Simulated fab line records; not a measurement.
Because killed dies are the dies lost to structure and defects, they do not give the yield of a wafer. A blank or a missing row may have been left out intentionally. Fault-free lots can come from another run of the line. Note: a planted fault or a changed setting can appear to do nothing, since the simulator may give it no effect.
Chamber matching -- flow gf180mcu -- GF_PASSIVATION_CVD_00 on pecvd-02: 3 sister chambers
The step deposits SiO2 from TEOS, target thk 1000 nm, time 111.95 s. 6 wafers are shown with their chamber, then 7 later ones without.

## WAFERS WITH THEIR CHAMBER
wafer,chamber,susceptorTempC (C),heaterPowerW (W)
L986.4,1,400.31,642
L987.6,0,399.93,682
L988.3,1,400.19,681
L988.5,2,400.23,662
L995.2,2,400.17,689
L995.3,0,399.95,552

## WAFERS WITHOUT THEIR CHAMBER
wafer,susceptorTempC (C),heaterPowerW (W)
L995.5,400.06,637
L100.1,399.84,601
L100.2,400.18,669
L100.5,400.15,547
L103.2,399.97,551
L103.4,400.27,727
L103.5,399.75,557

## THE CHAMBER EACH PASSED THROUGH
wafer,from the rows above,in truth
L995.5,can't be placed: 0 or 2 or 1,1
L100.1,0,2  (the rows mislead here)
L100.2,can't be placed: 2 or 1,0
L100.5,can't be placed: 2 or 1 or 0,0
L103.2,0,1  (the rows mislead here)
L103.4,can't be placed: 1 or 2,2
L103.5,0,0
Placed correctly: 1 of 7. Unplaceable from these rows: 4, with the true chamber sitting among the candidates in 3. Wrongly placed: 2.
How it was worked out, from the rows above alone: a wafer's distance from a chamber is the root of the sum, over the readings, of the square of ((its reading less the chamber's mean) divided by the reading's scatter). The wafer belongs to the nearest chamber; if the next one is less than 2 further off, it can't be placed. The mean given for a chamber averages the wafers shown for that chamber. How the scatter is found: for the shown wafers, subtract from each reading the mean of its chamber, square and add these, divide the total by (wafers less chambers), then take the root.
